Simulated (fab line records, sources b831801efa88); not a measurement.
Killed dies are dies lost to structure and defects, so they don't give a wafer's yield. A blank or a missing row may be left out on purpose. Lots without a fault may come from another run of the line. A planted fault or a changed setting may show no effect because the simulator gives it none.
A struck lot beside a sound one | flow sfq_line | 14 steps out of a route of 325
Sound: wafers L472.3, L472.5, L472.6. Struck: wafers L485.3, L485.4, L485.6. The cause comes at the end.
At each step with rows: each side's tool, then ch and its chambers, then its first start. Under that, the readings that differ: sound wafers | struck wafers | difference of the means | sigmas: that difference in standard deviations of wafers without a fault.
alike: readings whose means differ by less than 2 such deviations, and words and numbers that are the same on both sides. not compared: withheld readings, readings that some wafer has no value for, bounds like >300 that may hide the same value, and numbers for which the record gives no deviation and whose values overlap.
The two part at a step that has a row with sigmas, a row that says differs or no value, or rows on one side only. Numbers that don't overlap but have no deviation are shown without sigmas and don't part them. A reading that every wafer of one side lacks parts them only if that side has two wafers or more.

first, 3 steps without rows for these wafers: SFQ_TRILAYER_R5_LITHO_EXPOSE_137 (exposes mask R5, target cd 500 nm); SFQ_TRILAYER_R5_LITHO_PEB_139 (peb time 60 s); SFQ_TRILAYER_R5_LITHO_DEVELOP_138 (time 60 s).
SFQ_R5_OVL_MEAS_935:
  sound on overlay-01, day 64 07:44; struck on overlay-02, day 77 07:33
  alike: R5_OVL
SFQ_TRILAYER_R5_BARC_OPEN_METAL_ETCH_177: etches BARC in O2, target depth 125 nm, time 41.7 s.
  sound on rie_metal-02 ch 0,1, day 64 07:47; struck on rie_metal-04 ch 0,1, day 77 07:36
  alike: drypump_motor_current_A, oes_product_au
  not compared: rf_hours_counter_h
SFQ_TRILAYER_R5_ETCH_METAL_ETCH_139: etches the open film in Cl2, stops on SiO2, target depth 60 nm, time 40 s.
  sound on rie_metal-02 ch 0,1, day 64 07:50; struck on rie_metal-04 ch 0,1, day 77 07:40
  reading               | sound             | struck            | difference | sigmas
  oes_product_au (a.u.) | 0.971 0.974 0.981 | 0.993 0.991 0.991 | +0.016     | +3
  alike: drypump_motor_current_A
  not compared: rf_hours_counter_h
SFQ_TRILAYER_R5_STRIP_STRIP_140: strips in O2.
  sound on rie_metal-02 ch 0,1, day 64 08:04; struck on rie_metal-04 ch 0,1, day 77 07:54
  alike: drypump_motor_current_A, oes_product_au
  not compared: rf_hours_counter_h
then, 1 step without rows for these wafers: SFQ_TRILAYER_R5_STRIP_SOLV_CLEAN_141 (cleans in NMP, time 600 s).
SFQ_TRILAYER_A5C_DEP_PECVD_142: deposits SiO2 from SiH4/N2O, time 15.556 s, target thk 70 nm.
  sound on pecvd-01 ch 1,2, day 64 08:39; struck on pecvd-04 ch 0,2, day 77 08:29
  alike: heater_power_w, susceptor_temp_C, throttle_valve_pct
then, 3 steps without rows for these wafers: SFQ_TRILAYER_I5_LITHO_COAT_149 (resist thk 62 nm); SFQ_TRILAYER_I5_LITHO_COAT_144 (resist thk 650 nm); SFQ_TRILAYER_I5_LITHO_SOFTBAKE_148.
-- the record jumps here: 3 days lie between the struck wafers' starts before and after --
SFQ_TRILAYER_I5_LITHO_EXPOSE_145: exposes mask I5, target cd 700 nm.
  sound on krf_scanner-02 ch 0, day 68 15:39; struck on krf_scanner-02, day 80 10:01
  no value came back on the struck wafers for exposure_dose_mJ_cm2, focus_offset_nm (nm); on the sound wafers exposure_dose_mJ_cm2 reads 21.299 21.318 21.320
  alike: mask
then, 1 step without rows for these wafers: SFQ_TRILAYER_I5_LITHO_PEB_147 (peb time 59.16 s).

WHERE THEY PART
First at SFQ_TRILAYER_R5_ETCH_METAL_ETCH_139; last, within this record, at SFQ_TRILAYER_I5_LITHO_EXPOSE_145.

WHY: what the simulator had put in
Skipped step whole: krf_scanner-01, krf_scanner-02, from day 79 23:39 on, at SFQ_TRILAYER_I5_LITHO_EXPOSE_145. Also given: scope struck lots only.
